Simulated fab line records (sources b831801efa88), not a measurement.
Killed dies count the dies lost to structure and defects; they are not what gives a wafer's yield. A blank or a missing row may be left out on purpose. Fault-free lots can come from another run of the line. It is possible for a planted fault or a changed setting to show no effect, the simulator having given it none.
fab line records    flow gf180mcu
record: lots: 14  wafers: 42  last_day: 35
route steps=602 shown HV_LDD@230 M1@318 V1@357
lots that met no fault: from a run of the same line without faults
start_h: hours from the record's first day to the start of the lot's first wafer shown    wait_h: time in hours since the lot's previous step    " as in the row above    L1.1+2: a row that stands for several wafers    - no value, or no start given    * or withheld: withheld    < > ~ a bound
route shown NAME@n: a module of which the file shows steps, and the number in the route of the first    usual: mean and standard deviation over wafers with no fault    same: alike in all rows    chamber/n: place in a boat    sites: the reading at each site    _std_site: standard deviation of those values    _edge_site: mean of outer sites minus mean of inner sites    radius_mm: for every site, how far away it sits from the centre of the wafer    mask NAME#n: copy n    behind: the tool/chamber that last shaped the wafer    hold: why the lot was held/for how many hours/how that ended    device: the n, p or np transistor that did not switch    end of line: at the end of the route, the tests of the same wafers    a step with no rows: only its recipe    killed: not the wafer's yield, but the dies lost to structure and defects at the first sort    map: per-die view of a wafer (x killed, . not killed, _ where there is no die)
set.NAME: setting as actually run; set.NAME@STEP: the setting as run at that earlier step    model.NAME: the simulator's own value behind a step, which no gauge read
steps of the route over a sample of lots; a table a step, a row a wafer
services: when a tool's chamber went out of use (start_h, in hours from the record's first day, below 0 if earlier), for how many hours, and the reason
== steps ==
step: GF_HV_LDD_CVD_54
recipe: material: SiO2  target_thk_nm: 10  precursor: TEOS  temp_c: 680  time_s: 75  pressure_mtorr: 400
usual: zone_power_upper_pct: 10.6/0.71
lot.wafer  tool      chamber  start_h  wait_h  zone_power_upper_pct
L369.2     lpcvd-02  0        276.07   0.1     10.5
L369.4     "         0        "        "       10.5
L369.6     "         0        "        "       10.4
L372.3     lpcvd-01  0        307.72   0.1     10.4
L372.4     "         0        "        "       10.4
L372.5     "         0        "        "       10.3
L374.1     lpcvd-01  0        328.72   0.1     10.2
L374.5     "         0        "        "       10.2
L374.6     "         0        "        "       10.2
L375.1     lpcvd-02  0        335.47   0.1     10.4
L375.2     "         0        "        "       10.6
L375.6     "         0        "        "       10.3
L377.1     lpcvd-01  0        351.95   0.3     10.1
L377.2     "         0        "        "       10.3
L377.6     "         0        "        "       10.1
L383.1     lpcvd-02  0        395.43   0.1     10.6
L383.2     "         0        "        "       10.4
L383.6     "         0        "        "       10.3
L384.2     lpcvd-02  0        406.37   0.1     10.5
L384.5     "         0        "        "       10.4
L384.6     "         0        "        "       10.5
L385.1     lpcvd-01  0        411.62   0.1     10.2
L385.2     "         0        "        "       10.3
L385.3     "         0        "        "       10.0
L386.3     lpcvd-02  0        417.52   0.1     10.3
L386.4     "         0        "        "       10.5
L386.5     "         0        "        "       10.3
L387.1     lpcvd-02  0        423.87   0.1     10.3
L387.2     "         0        "        "       10.5
L387.4     "         0        "        "       10.5
L389.1     lpcvd-01  1        438.22   0.1     11.8
L389.2     "         1        "        "       11.8
L389.5     "         1        "        "       11.9
L388.1     lpcvd-02  0        441.57   0.1     10.5
L388.4     "         0        "        "       10.5
L388.6     "         0        "        "       10.4
L390.1     lpcvd-01  0        445.24   1.1     10.2
L390.2     "         0        "        "       10.3
L390.3     "         0        "        "       10.4
L392.2     lpcvd-02  0        467.87   0.1     10.4
L392.4     "         0        "        "       10.4
L392.6     "         0        "        "       10.6
step: GF_HV_LDD_THK_MEAS_55
recipe: reads: SiO2_of_HV_LDD_CVD_54
usual: HV_LDD_CVD_54_THK: 10.06/0.12
lot.wafer  tool           chamber  start_h  wait_h  HV_LDD_CVD_54_THK[nm]
L369.2     film_metro-01  -        277.10   0.0     10.08
L369.4     "              -        "        "       10.06
L369.6     "              -        "        "       9.92
L372.3     film_metro-01  -        308.76   0.0     10.12
L372.4     "              -        "        "       9.95
L372.5     "              -        "        "       10.02
L374.1     film_metro-01  -        329.75   0.0     7.74
L374.5     "              -        "        "       7.69
L374.6     "              -        "        "       7.65
L375.1     film_metro-02  -        336.51   0.0     9.95
L375.2     "              -        "        "       9.99
L375.6     "              -        "        "       10.02
L377.1     film_metro-01  -        352.97   0.0     7.81
L377.2     "              -        "        "       7.79
L377.6     "              -        "        "       7.78
L383.1     film_metro-01  -        396.45   0.0     9.97
L383.2     "              -        "        "       10.02
L383.6     "              -        "        "       10.00
L384.2     film_metro-02  -        407.40   0.0     10.07
L384.5     "              -        "        "       10.07
L384.6     "              -        "        "       10.03
L385.1     film_metro-01  -        412.64   0.0     9.93
L385.2     "              -        "        "       10.05
L385.3     "              -        "        "       9.97
L386.3     film_metro-03  -        418.56   0.0     10.07
L386.4     "              -        "        "       10.00
L386.5     "              -        "        "       10.08
L387.1     film_metro-01  -        424.89   0.0     10.12
L387.2     "              -        "        "       10.01
L387.4     "              -        "        "       10.09
L389.1     film_metro-01  -        439.24   0.0     9.88
L389.2     "              -        "        "       10.03
L389.5     "              -        "        "       10.11
L388.1     film_metro-01  -        442.59   0.0     10.05
L388.4     "              -        "        "       10.00
L388.6     "              -        "        "       10.15
L390.1     film_metro-02  -        446.26   0.0     10.19
L390.2     "              -        "        "       10.18
L390.3     "              -        "        "       10.05
L392.2     film_metro-02  -        468.90   0.0     10.09
L392.4     "              -        "        "       10.07
L392.6     "              -        "        "       10.14
step: GF_M1_SPUTTER_03
recipe: material: Ti  target_thk_nm: 10  substrate_temp_c: 300  chamber_pressure_pa: 0.3  power_w: 3000  time_s: 6.7
usual: throttle_valve_pct: 29.9/1.4
lot.wafer  tool            chamber  start_h  wait_h  throttle_valve_pct
L369.2     pvd_sputter-01  -        366.64   0.0     28.1
L369.4     "               -        "        "       32.0
L369.6     "               -        "        "       30.4
L372.3     pvd_sputter-04  -        402.78   0.0     28.9
L372.4     "               -        "        "       30.3
L372.5     "               -        "        "       30.1
L374.1     pvd_sputter-02  -        425.93   0.0     27.6
L374.5     "               -        "        "       30.8
L374.6     "               -        "        "       27.8
L375.1     pvd_sputter-04  -        435.43   0.0     29.2
L375.2     "               -        "        "       28.3
L375.6     "               -        "        "       32.0
L377.1     pvd_sputter-01  -        453.64   0.0     30.2
L377.2     "               -        "        "       32.0
L377.6     "               -        "        "       30.5
L383.1     pvd_sputter-04  -        498.49   0.0     27.9
L383.2     "               -        "        "       29.7
L383.6     "               -        "        "       28.9
L384.2     pvd_sputter-01  -        511.34   0.0     30.3
L384.5     "               -        "        "       28.4
L384.6     "               -        "        "       30.0
L385.1     pvd_sputter-04  -        514.24   0.0     31.9
L385.2     "               -        "        "       28.0
L385.3     "               -        "        "       29.2
L386.3     pvd_sputter-02  -        520.43   0.0     30.6
L386.4     "               -        "        "       30.0
L386.5     "               -        "        "       27.7
L387.1     pvd_sputter-02  -        526.37   0.0     27.7
L387.2     "               -        "        "       31.0
L387.4     "               -        "        "       29.9
L389.1     pvd_sputter-01  -        540.23   0.0     30.5
L389.2     "               -        "        "       30.0
L389.5     "               -        "        "       29.9
L388.1     pvd_sputter-04  -        543.94   0.0     30.3
L388.4     "               -        "        "       28.8
L388.6     "               -        "        "       32.0
L390.1     pvd_sputter-01  -        546.93   0.0     31.4
L390.2     "               -        "        "       28.1
L390.3     "               -        "        "       30.6
L392.2     pvd_sputter-01  -        567.99   0.0     28.2
L392.4     "               -        "        "       30.5
L392.6     "               -        "        "       30.1
step: GF_M1_SPUTTER_04
recipe: material: TiN  target_thk_nm: 50  power_w: 6500  time_s: 41.7  chamber_pressure_pa: 0.4
usual: throttle_valve_pct: 29.9/1.4
lot.wafer  tool            chamber  start_h  wait_h  throttle_valve_pct
L369.2     pvd_sputter-01  -        366.66   0.0     28.1
L369.4     "               -        "        "       32.0
L369.6     "               -        "        "       30.6
L372.3     pvd_sputter-04  -        402.80   0.0     28.7
L372.4     "               -        "        "       30.1
L372.5     "               -        "        "       29.9
L374.1     pvd_sputter-02  -        425.95   0.0     27.6
L374.5     "               -        "        "       30.8
L374.6     "               -        "        "       27.7
L375.1     pvd_sputter-04  -        435.45   0.0     28.8
L375.2     "               -        "        "       28.2
L375.6     "               -        "        "       32.2
L377.1     pvd_sputter-01  -        453.66   0.0     30.1
L377.2     "               -        "        "       32.2
L377.6     "               -        "        "       30.6
L383.1     pvd_sputter-04  -        498.51   0.0     28.1
L383.2     "               -        "        "       29.7
L383.6     "               -        "        "       28.8
L384.2     pvd_sputter-01  -        511.36   0.0     30.5
L384.5     "               -        "        "       27.9
L384.6     "               -        "        "       30.0
L385.1     pvd_sputter-04  -        514.26   0.0     31.6
L385.2     "               -        "        "       28.1
L385.3     "               -        "        "       28.9
L386.3     pvd_sputter-02  -        520.45   0.0     30.6
L386.4     "               -        "        "       29.7
L386.5     "               -        "        "       27.8
L387.1     pvd_sputter-02  -        526.39   0.0     27.7
L387.2     "               -        "        "       30.7
L387.4     "               -        "        "       30.0
L389.1     pvd_sputter-01  -        540.25   0.0     30.4
L389.2     "               -        "        "       29.8
L389.5     "               -        "        "       30.1
L388.1     pvd_sputter-04  -        543.96   0.0     30.4
L388.4     "               -        "        "       28.8
L388.6     "               -        "        "       32.1
L390.1     pvd_sputter-01  -        546.95   0.0     32.0
L390.2     "               -        "        "       28.1
L390.3     "               -        "        "       30.6
L392.2     pvd_sputter-01  -        568.01   0.0     28.1
L392.4     "               -        "        "       30.5
L392.6     "               -        "        "       30.1
step: GF_V1_SPUTTER_22
recipe: material: TiN  target_thk_nm: 10  chamber_pressure_pa: 5  power_w: 4000  time_s: 40
usual: throttle_valve_pct: 30.3/1.2
lot.wafer  tool            chamber  start_h  wait_h  throttle_valve_pct
L369.2     pvd_sputter-02  -        416.46   0.0     27.6
L369.4     "               -        "        "       30.1
L369.6     "               -        "        "       27.8
L372.3     pvd_sputter-01  -        455.18   0.0     30.4
L372.4     "               -        "        "       31.7
L372.5     "               -        "        "       30.3
L374.1     pvd_sputter-01  -        477.38   0.0     30.1
L374.5     "               -        "        "       28.0
L374.6     "               -        "        "       30.1
L375.1     pvd_sputter-02  -        487.20   0.0     29.9
L375.2     "               -        "        "       29.9
L375.6     "               -        "        "       30.1
L377.1     pvd_sputter-03  -        505.73   0.0     30.3
L377.2     "               -        "        "       30.0
L377.6     "               -        "        "       31.9
L383.1     pvd_sputter-02  -        548.02   0.0     29.8
L383.2     "               -        "        "       30.0
L383.6     "               -        "        "       29.9
L384.2     pvd_sputter-03  -        560.80   0.0     32.0
L384.5     "               -        "        "       29.7
L384.6     "               -        "        "       31.4
L385.1     pvd_sputter-03  -        562.20   0.0     31.9
L385.2     "               -        "        "       30.2
L385.3     "               -        "        "       29.9
L386.3     pvd_sputter-03  -        569.53   0.0     31.1
L386.4     "               -        "        "       30.0
L386.5     "               -        "        "       32.1
L387.1     pvd_sputter-03  -        574.06   0.0     30.1
L387.2     "               -        "        "       32.1
L387.4     "               -        "        "       29.7
L389.1     pvd_sputter-02  -        588.07   0.0     30.1
L389.2     "               -        "        "       27.8
L389.5     "               -        "        "       29.8
L388.1     pvd_sputter-03  -        590.15   0.0     31.9
L388.4     "               -        "        "       31.2
L388.6     "               -        "        "       31.2
L390.1     pvd_sputter-01  -        593.89   0.0     30.5
L390.2     "               -        "        "       29.9
L390.3     "               -        "        "       28.1
L392.2     pvd_sputter-01  -        613.90   0.0     29.9
L392.4     "               -        "        "       32.0
L392.6     "               -        "        "       30.0
== services ==
tool            chamber  start_h  hours  kind
pvd_sputter-04  1        286.61   -      consumable_replace:kit
pvd_sputter-04  1        286.61   18.0   scheduled_down
pvd_sputter-04  1        286.61   18.0   vent_cycle
lpcvd-01        -        291.84   2.1    repair
pvd_sputter-03  -        363.10   0.5    repair
lpcvd-02        -        374.63   2.8    pm
pvd_sputter-01  -        380.32   4.3    repair
lpcvd-01        -        389.97   2.8    pm
pvd_sputter-01  -        409.20   1.0    repair
pvd_sputter-01  3        411.18   -      consumable_replace:kit
pvd_sputter-01  3        411.18   18.0   scheduled_down
pvd_sputter-01  3        411.18   18.0   vent_cycle
lpcvd-02        -        425.55   1.0    repair
lpcvd-01        -        439.24   6.0    pm
pvd_sputter-04  0        498.55   -      consumable_replace:kit
pvd_sputter-04  0        498.55   18.0   scheduled_down
pvd_sputter-04  0        498.55   18.0   vent_cycle
lpcvd-02        -        535.20   6.0    pm
pvd_sputter-02  2        572.15   -      consumable_replace:kit
pvd_sputter-02  2        572.15   18.0   scheduled_down
pvd_sputter-02  2        572.15   18.0   vent_cycle
== key ==
first_sign: step: GF_HV_LDD_THK_MEAS_55  reading: HV_LDD_CVD_54_THK  direction: down  sigmas: 19  usual: 10.06  struck: 7.74
effect none on later readings
met_at GF_HV_LDD_CVD_54
struck_lots L374,L377
struck_wafers L374.1,L374.5,L374.6,L377.1,L377.2,L377.6
tester_left_out L374,L377
not_acting_at GF_M1_SPUTTER_03,GF_M1_SPUTTER_04,GF_V1_SPUTTER_22
onset_between 307.72 328.72
fault: kind: process_parameter_drift  tool: lpcvd-01  chamber: 0  onset_h: 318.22  steps: GF_HV_LDD_CVD_54  channel: target_thk_nm  offset: -2.2307  shape: step  end_h: 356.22  acts_in: these_recipes_only  stated: 10
tester_left_out: of these lots the tester's yield and bins aren't shown, on N5 and GAA mostly nor the transistor test; their killed dies are dies lost to structure and defects alone, not to doping, threshold or leakage, so they don't give the yield
